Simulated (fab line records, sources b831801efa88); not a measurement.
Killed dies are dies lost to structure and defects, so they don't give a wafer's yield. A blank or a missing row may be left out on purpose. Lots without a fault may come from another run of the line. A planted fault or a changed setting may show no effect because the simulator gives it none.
A struck lot beside a sound one | flow sfq_line | 14 steps out of a route of 325
Sound: wafers L900.2, L900.3, L900.4. Struck: wafer L910.5. (L910.3, L910.6 of the same lot were not struck and are left out.) The cause comes at the end.
At each step with rows: each side's tool, then ch and its chambers, then its first start. Under that, the readings that differ: sound wafers | struck wafers | difference of the means | sigmas: that difference in standard deviations of wafers without a fault.
alike: readings whose means differ by less than 2 such deviations, and words and numbers that are the same on both sides. not compared: withheld readings, readings that some wafer has no value for, bounds like >300 that may hide the same value, and numbers for which the record gives no deviation and whose values overlap.
The two part at a step that has a row with sigmas, a row that says differs or no value, or rows on one side only. Numbers that don't overlap but have no deviation are shown without sigmas and don't part them. A reading that every wafer of one side lacks parts them only if that side has two wafers or more.

first, 5 steps without rows for these wafers: SFQ_TRILAYER_I4_VIA_LITHO_COAT_103 (resist thk 650 nm); SFQ_TRILAYER_I4_VIA_LITHO_SOFTBAKE_107; SFQ_TRILAYER_I4_VIA_LITHO_EXPOSE_104 (exposes mask I4, target cd 700 nm); SFQ_TRILAYER_I4_VIA_LITHO_PEB_106 (peb time 60 s); SFQ_TRILAYER_I4_VIA_LITHO_DEVELOP_105 (time 60 s).
SFQ_I4_OVL_MEAS_928:
  sound on overlay-02, day 60 17:35; struck on overlay-02, day 64 03:45
  alike: I4_OVL
SFQ_TRILAYER_I4_VIA_BARC_OPEN_VIA_ETCH_146: etches BARC in O2, target depth 125 nm, time 41.7 s.
  sound on rie_diel-03 ch 0,1,2, day 60 17:37; struck on rie_diel-03 ch 0, day 64 03:46
  alike: bias_w, drypump_motor_current_A, oes_product_au
  not compared: rf_hours_counter_h
SFQ_TRILAYER_I4_VIA_ETCH_VIA_ETCH_106: etches SiO2 in CHF3, stops on Nb, target depth 260 nm.
  sound on rie_diel-03 ch 0,1,2, day 60 17:39; struck on rie_diel-03 ch 0, day 64 03:49
  alike: bias_w, drypump_motor_current_A, oes_product_au
SFQ_TRILAYER_I4_VIA_STRIP_STRIP_107: strips in O2.
  sound on rie_metal-02 ch 0,1, day 60 17:46; struck on rie_metal-04 ch 1, day 64 04:07
  alike: drypump_motor_current_A, he_backside_leak_sccm, oes_product_au
  not compared: rf_hours_counter_h
then, 2 steps without rows for these wafers: SFQ_TRILAYER_I4_VIA_STRIP_SOLV_CLEAN_108 (cleans in NMP, time 600 s); SFQ_TRILAYER_JJ_TRILAYER_DEP_PRE_CLEAN_113 (time 22.5 s).
SFQ_TRILAYER_JJ_TRILAYER_DEP_SPUTTER_109: material Nb, target thk 150 nm, time 100 s.
  sound on pvd_sputter-04, day 60 18:34; struck on pvd_sputter-04, day 64 04:44
  alike: throttle_valve_pct
SFQ_TRILAYER_JJ_TRILAYER_DEP_SPUTTER_110: material Al, target thk 8 nm, time 10 s.
  sound on pvd_sputter-04, day 60 18:38; struck on pvd_sputter-04, day 64 04:48
  reading                                                      | sound             | struck | difference | sigmas
  model.Al_of_TRILAYER_JJ_TRILAYER_DEP_SPUTTER_110.thk_nm (nm) | 7.893 7.832 7.737 | 9.542  | +1.721     |
  alike: throttle_valve_pct
then, 1 step without rows for these wafers: SFQ_TRILAYER_JJ_TRILAYER_DEP_AL_OXIDATION_111 (oxidation time 600 s).

WHERE THEY PART
Nowhere in this record.

WHY: what the simulator had put in
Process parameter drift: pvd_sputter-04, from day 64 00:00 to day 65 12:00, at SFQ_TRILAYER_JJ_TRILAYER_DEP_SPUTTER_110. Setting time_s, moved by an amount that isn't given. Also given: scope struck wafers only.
